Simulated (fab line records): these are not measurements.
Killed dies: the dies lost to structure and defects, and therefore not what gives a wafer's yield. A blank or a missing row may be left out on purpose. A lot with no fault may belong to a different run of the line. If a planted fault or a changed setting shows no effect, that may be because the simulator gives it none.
A lot that was struck, set against a sound lot :: flow sfq-line :: 14 out of 325 route steps
Sound: wafers L839.3, L839.5, L839.6. Struck: wafers L841.2, L841.4, L841.6. The cause comes at the end.
At each step with rows: each side's tool, then ch and its chambers, then its first start. Under that, the readings that differ: sound wafers :: struck wafers :: difference of the means :: sigmas: that difference in standard deviations of wafers without a fault.
alike: readings with means less than 2 such deviations apart, plus words and numbers identical on both sides. not compared: withheld readings, readings lacking a value on some wafer, bounds such as >300 that could conceal the same value, and numbers that have no deviation in the record and whose values overlap.
The two part at a step that has a row with sigmas, a row that says differs or no value, or rows on one side only. Numbers that don't overlap but have no deviation are shown without sigmas and don't part them. A reading that every wafer of one side lacks parts them only if that side has two wafers or more.

first, 6 steps without rows for these wafers: SFQ_TRILAYER_M0_LITHO_COAT_026 (resist thk 62 nm); SFQ_TRILAYER_M0_LITHO_COAT_021 (resist thk 600 nm); SFQ_TRILAYER_M0_LITHO_SOFTBAKE_025; SFQ_TRILAYER_M0_LITHO_EXPOSE_022 (exposes mask M0, target cd 500 nm); SFQ_TRILAYER_M0_LITHO_PEB_024 (peb time 60 s); SFQ_TRILAYER_M0_LITHO_DEVELOP_023 (time 60 s).
SFQ_M0_OVL_MEAS_906:
  struck on overlay-02, day 16 21:03; sound on overlay-01, day 16 05:22
  alike: M0_OVL
SFQ_TRILAYER_M0_BARC_OPEN_METAL_ETCH_031: etches BARC in O2, target depth 125 nm, time 41.7 s.
  sound on rie-metal-01 ch 0,1, day 16 05:24; struck on rie-metal-04 ch 0,1, day 16 21:05
  alike: drypump-motor-current-A, oes-product-au
  not compared: rf-hours-counter-h
SFQ_TRILAYER_M0_ETCH_METAL_ETCH_024: etches Nb in Cl2/Ar, stops on SiO2, target depth 240 nm, time 120 s.
  sound on rie-metal-01 ch 0,1, day 16 05:29; struck on rie-metal-04 ch 0,1, day 16 21:08
  alike: drypump-motor-current-A, oes-product-au
  not compared: rf-hours-counter-h
SFQ_TRILAYER_M0_STRIP_STRIP_025: strips in O2.
  sound on rie-metal-01 ch 0,1, day 16 05:46; struck on rie-metal-04 ch 0,1, day 16 21:16
  alike: drypump-motor-current-A, oes-product-au
  not compared: rf-hours-counter-h
then, 1 step without rows for these wafers: SFQ_TRILAYER_M0_STRIP_SOLV_CLEAN_026 (cleans in NMP, time 600 s).
SFQ_TRILAYER_I0_DEP_PECVD_027: deposits SiO2 from SiH4/N2O, time 111.11 s, target thk 500 nm.
  sound on pecvd-03 ch 0,1,2, day 16 06:20; struck on pecvd-03 ch 0,1,2, day 16 22:04
reading: run-length-s (s)
sound: 138.8 139.7 139.2
struck: 130.6 132.4 131.2
difference: -7.8
sigmas: -14

reading: model.SiO2_of_TRILAYER_I0_DEP_PECVD_027.thk-nm (nm)
sound: 489.2 489.2 497.5
struck: 471.7 463 464.7
difference: -25.5
sigmas: 
  alike: heater-power-w, throttle-valve-pct
SFQ_TRILAYER_I0_CMP_CMP_028: polishes SiO2.
  sound on cmp-01 ch 0,3, day 16 06:55; struck on cmp-01 ch 1,2, day 16 22:08
reading: time-to-endpoint-s (s)
sound: 210 199 208
struck: 187 184 186
difference: -20
sigmas: -3
  alike: motor-current-A
SFQ_I0_BOW_MEAS_907:
  struck on film-metro-02, day 17 01:10; sound on film-metro-03, day 16 09:28
  alike: I0_BOW

WHERE THEY PART
Earliest at SFQ_TRILAYER_I0_DEP_PECVD_027; latest, in this record, at SFQ_TRILAYER_I0_CMP_CMP_028. Later steps at which nothing parts them and some readings are alike: SFQ_I0_BOW_MEAS_907.

WHY: what had been put in by the simulator
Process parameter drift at SFQ_TRILAYER_I0_DEP_PECVD_027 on pecvd-03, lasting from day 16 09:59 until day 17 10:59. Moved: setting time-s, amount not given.
